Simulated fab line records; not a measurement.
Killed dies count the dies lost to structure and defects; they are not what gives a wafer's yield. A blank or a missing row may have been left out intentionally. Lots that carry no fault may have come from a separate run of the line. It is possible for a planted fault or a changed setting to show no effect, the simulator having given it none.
Matching of chambers + flow gf180mcu + cmp-02 running GF_V2_CMP_04: 4 sister chambers
The step polishes SiO2. 42 wafers are shown with their chamber, then 12 later ones without.

WAFERS PAIRED WITH THEIR CHAMBERS
| wafer  | chamber | motor-current-A (A) | time-to-endpoint-s (s) |
|--------|---------|---------------------|------------------------|
| L074.4 | 3       | 13.4                | 84                     |
| L074.5 | 1       | 14.1                | 84                     |
| L074.6 | 2       | 11.6                | 79                     |
| L077.2 | 0       | 12.8                | 83                     |
| L077.5 | 2       | 11.3                | 84                     |
| L077.6 | 3       | 13.4                | 88                     |
| L078.2 | 3       | 14.8                | 77                     |
| L078.3 | 1       | 13.5                | 79                     |
| L078.6 | 0       | 12.5                | 81                     |
| L080.1 | 0       | 12.7                | 80                     |
| L080.5 | 1       | 13.5                | 88                     |
| L080.6 | 2       | 10.5                | 79                     |
| L081.1 | 3       | 13.3                | 77                     |
| L081.4 | 1       | 13.4                | 80                     |
| L081.5 | 3       | 13.5                | 78                     |
| L084.2 | 2       | 11.4                | 74                     |
| L084.3 | 1       | 13.8                | 74                     |
| L084.6 | 0       | 12.6                | 79                     |
| L085.2 | 0       | 13.2                | 76                     |
| L085.3 | 2       | 10.9                | 76                     |
| L085.4 | 1       | 13.5                | 78                     |
| L085.1 | 3       | 13.4                | 77                     |
| L085.5 | 1       | 14.0                | 81                     |
| L085.6 | 2       | 11.3                | 79                     |
| L087.1 | 2       | 11.6                | 82                     |
| L087.2 | 3       | 13.6                | 76                     |
| L087.4 | 1       | 14.0                | 83                     |
| L087.3 | 0       | 12.4                | 77                     |
| L087.5 | 3       | 13.6                | 84                     |
| L087.6 | 2       | 11.1                | 87                     |
| L089.2 | 2       | 11.9                | 74                     |
| L089.3 | 3       | 13.3                | 75                     |
| L089.6 | 3       | 13.5                | 81                     |
| L089.1 | 1       | 14.0                | 78                     |
| L089.4 | 0       | 12.6                | 76                     |
| L089.5 | 0       | 12.5                | 80                     |
| L091.1 | 3       | 13.2                | 81                     |
| L091.4 | 1       | 14.0                | 84                     |
| L091.6 | 0       | 11.9                | 75                     |
| L092.1 | 2       | 11.2                | 78                     |
| L092.2 | 3       | 14.0                | 75                     |
| L092.3 | 0       | 12.7                | 72                     |

SIGNATURES, as means of the wafers listed above
| reading            | chamber 0 | chamber 1 | chamber 2 | chamber 3 | scatter within a chamber |
|--------------------|-----------|-----------|-----------|-----------|--------------------------|
| motor-current-A    | 12.590    | 13.780    | 11.280    | 13.583    | 0.367                    |
| time-to-endpoint-s | 77.90     | 80.90     | 79.20     | 79.42     | 3.93                     |
Rule: for a wafer and a chamber, the distance is found by dividing, reading by reading, the gap between the wafer's reading and the chamber's mean by the reading's scatter, squaring, summing and taking the root. The wafer belongs to the nearest chamber; if the next one is less than 2 further off, it can't be placed. The scatter is the square root of a quotient: the sum, over the shown wafers, of each reading's squared deviation from its chamber's mean, divided by wafers minus chambers.

WAFERS WITHOUT THEIR CHAMBER
| wafer  | motor-current-A (A) | time-to-endpoint-s (s) |
|--------|---------------------|------------------------|
| L092.4 | 14.5                | 84                     |
| L092.5 | 13.0                | 79                     |
| L092.6 | 13.7                | 82                     |
| L093.2 | 11.1                | 79                     |
| L093.3 | 12.3                | 75                     |
| L093.6 | 13.5                | 85                     |
| L094.1 | 11.5                | 72                     |
| L094.3 | 13.9                | 82                     |
| L094.4 | 12.4                | 77                     |
| L096.1 | 12.2                | 71                     |
| L096.4 | 12.7                | 78                     |
| L096.6 | 13.0                | 76                     |

CHAMBER TAKEN BY EACH
| wafer  | from the rows above          | in truth                   |
|--------|------------------------------|----------------------------|
| L092.4 | can't be placed: 1 or 3      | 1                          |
| L092.5 | can't be placed: 0 or 3 or 1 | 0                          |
| L092.6 | can't be placed: 1 or 3      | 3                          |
| L093.2 | 2                            | 2                          |
| L093.3 | can't be placed: 0 or 2      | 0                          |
| L093.6 | can't be placed: 1 or 3 or 0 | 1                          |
| L094.1 | can't be placed: 2 or 0      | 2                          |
| L094.3 | can't be placed: 1 or 3      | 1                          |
| L094.4 | 0                            | 0                          |
| L096.1 | can't be placed: 0 or 2      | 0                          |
| L096.4 | 0                            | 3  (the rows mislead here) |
| L096.6 | can't be placed: 0 or 3 or 1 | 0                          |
Placed correctly: 2 of 12. Cannot be placed on the basis of these rows: 9; the candidates contain the true chamber in 9. 1 placed wrongly.
